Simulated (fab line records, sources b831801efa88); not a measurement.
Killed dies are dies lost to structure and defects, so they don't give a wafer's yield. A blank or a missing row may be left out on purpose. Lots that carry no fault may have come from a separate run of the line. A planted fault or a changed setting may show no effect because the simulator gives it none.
Which tool did it? | flow sky130 | 13 lots, 39 wafers sampled, at 4 steps of a route of 708

## WHAT EACH GAUGE READ, for each wafer
SKY_VIA3_BOW_MEAS_03.
lot  | measured     | on            | VIA3_BOW (um)
L608 | day 39 01:32 | film-metro-01 | 75 83 83
L609 | day 39 05:33 | film-metro-02 | 77 88 79
L611 | day 39 17:49 | film-metro-01 | 71 83 88
L613 | day 40 08:48 | film-metro-04 | 87 84 80
L615 | day 41 05:26 | film-metro-04 | 85 77 69
L616 | day 41 17:05 | film-metro-04 | 86 81 75
L617 | day 41 17:44 | film-metro-01 | 94 95 67
L620 | day 42 14:40 | film-metro-04 | 75 86 83
L621 | day 42 20:08 | film-metro-04 | 79 66 67
L622 | day 43 09:50 | film-metro-01 | 77 90 89
L623 | day 43 10:15 | film-metro-01 | 80 77 90
L630 | day 45 13:00 | film-metro-02 | 69 79 80
L628 | day 45 21:12 | film-metro-02 | 75 83 70

SKY_PAD_OPEN_BOW_MEAS_13.
lot  | measured     | on            | PAD_OPEN_BOW (um)
L608 | day 46 02:53 | film-metro-03 | 41 49 48
L609 | day 46 08:36 | film-metro-01 | 43 55 48
L611 | day 46 17:32 | film-metro-02 | 41 52 58
L613 | day 47 05:24 | film-metro-01 | 50 47 45
L615 | day 47 22:26 | film-metro-03 | 51 42 35
L616 | day 48 08:26 | film-metro-03 | 57 52 46
L617 | day 48 09:41 | film-metro-03 | 63 65 37
L620 | day 49 01:22 | film-metro-02 | 39 50 45
L621 | day 49 05:24 | film-metro-01 | 48 33 36
L622 | day 49 16:00 | film-metro-03 | 46 59 57
L623 | day 49 16:25 | film-metro-03 | 46 41 55
L630 | day 51 03:17 | film-metro-03 | 37 46 50
L628 | day 51 09:12 | film-metro-02 | 51 57 45

## WHICH TOOL RAN EACH LOT (tool, then ch and the chambers of the sampled wafers, then the start)
lot  | SKY_RES_XHIGH_STRIP_08               | SKY_METAL3_DESCUM_15
L608 | plasma-asher-01 ch 0,1, day 27 06:36 | rie-metal-02 ch 0,1, day 39 00:04
L609 | plasma-asher-02 ch 0,1, day 27 09:40 | rie-metal-03 ch 0,1, day 39 04:04
L611 | plasma-asher-04 ch 0,1, day 27 23:55 | rie-metal-02 ch 0,1, day 39 16:16
L613 | plasma-asher-01 ch 0,1, day 28 18:17 | rie-metal-02 ch 0,1, day 40 07:19
L615 | plasma-asher-02 ch 0,1, day 29 17:51 | rie-metal-01 ch 0,1, day 41 03:55
L616 | plasma-asher-02 ch 0,1, day 30 04:55 | rie-metal-02 ch 0,1, day 41 15:34
L617 | plasma-asher-01 ch 1, day 30 05:11   | rie-metal-02 ch 0,1, day 41 16:17
L620 | plasma-asher-02 ch 0,1, day 31 06:58 | rie-metal-03 ch 0,1, day 42 13:11
L621 | plasma-asher-02 ch 0,1, day 31 14:48 | rie-metal-03 ch 0,1, day 42 18:38
L622 | plasma-asher-02 ch 0,1, day 32 05:01 | rie-metal-03 ch 0,1, day 43 08:22
L623 | plasma-asher-02 ch 0,1, day 32 07:54 | rie-metal-03 ch 0,1, day 43 08:45
L630 | plasma-asher-04 ch 0,1, day 34 19:57 | rie-metal-01 ch 0,1, day 45 11:32
L628 | plasma-asher-02 ch 0,1, day 35 00:07 | rie-metal-03 ch 0, day 45 19:44
- SKY_RES_XHIGH_STRIP_08: strips in O2/N2.
- SKY_METAL3_DESCUM_15: chemistry O2, time 8 s.

## AS READ BY THE TOOLS THEMSELVES (means over the sampled wafers that have a number; for cases with no such wafer, the mark the record gives instead)
SKY_RES_XHIGH_STRIP_08.
lot  | tool            | drypump-motor-current-A (A) | o2-flow-sccm (sccm) | oes-product-au (a.u.) | strip-time-to-endpoint-s (s)
L608 | plasma-asher-01 | 5.6                         | 2998                | 0.711                 | 14.30
L609 | plasma-asher-02 | 5.7                         | 2991                | 0.718                 | 14.29
L611 | plasma-asher-04 | 5.8                         | 2991                | 0.710                 | 14.30
L613 | plasma-asher-01 | 5.5                         | 2998                | 0.714                 | 14.33
L615 | plasma-asher-02 | 5.6                         | 2995                | 0.710                 | 14.22
L616 | plasma-asher-02 | 5.9                         | 3003                | 0.711                 | 14.32
L617 | plasma-asher-01 | 5.3                         | 2990                | 0.710                 | 14.24
L620 | plasma-asher-02 | 5.7                         | 3005                | 0.715                 | 14.28
L621 | plasma-asher-02 | 5.7                         | 2989                | 0.707                 | 14.29
L622 | plasma-asher-02 | 5.9                         | 3000                | 0.707                 | 14.31
L623 | plasma-asher-02 | 5.7                         | 2994                | 0.709                 | 14.23
L630 | plasma-asher-04 | 5.8                         | 2987                | 0.708                 | 14.30
L628 | plasma-asher-02 | 5.7                         | 2998                | 0.716                 | 14.26

SKY_METAL3_DESCUM_15.
lot  | tool         | drypump-motor-current-A (A) | oes-product-au (a.u.)
L608 | rie-metal-02 | 5.95                        | 0.987
L609 | rie-metal-03 | 5.85                        | 1.020
L611 | rie-metal-02 | 5.93                        | 1.000
L613 | rie-metal-02 | 5.96                        | 0.996
L615 | rie-metal-01 | 6.04                        | 0.996
L616 | rie-metal-02 | 6.05                        | 0.987
L617 | rie-metal-02 | 5.94                        | 0.996
L620 | rie-metal-03 | 5.86                        | 1.020
L621 | rie-metal-03 | 5.92                        | 1.027
L622 | rie-metal-03 | 5.82                        | 1.025
L623 | rie-metal-03 | 5.90                        | 1.019
L630 | rie-metal-01 | 5.59                        | 0.989
L628 | rie-metal-03 | 5.79                        | 1.010

## THE ANSWER, worked out from the rows above alone
Rule: what is usual is taken from the lots themselves. Put in order of their means at a reading, lots are off if they are a third of the lots or fewer, leave a main group of 4 or more, and stand apart from it by a gap of 3 or more times the standard deviation of the main group's means; of several such gaps the widest counts. Not used: any main group whose means are identical at the precision the tables above print for the reading. Also off: a lot with no number at a reading for which 4 or more lots have one. All remaining lots with rows at the step are treated as sound. After the gauges, taken in route order, come the tools' own readings; for these a lot's mean is taken, as printed above. At the first step where some lot is off, the reading lying furthest off is the one used; lots without a number count as furthest.
Nothing can be told from this: no lot is off at any reading shown.

## WHAT WAS PUT IN BY THE SIMULATOR
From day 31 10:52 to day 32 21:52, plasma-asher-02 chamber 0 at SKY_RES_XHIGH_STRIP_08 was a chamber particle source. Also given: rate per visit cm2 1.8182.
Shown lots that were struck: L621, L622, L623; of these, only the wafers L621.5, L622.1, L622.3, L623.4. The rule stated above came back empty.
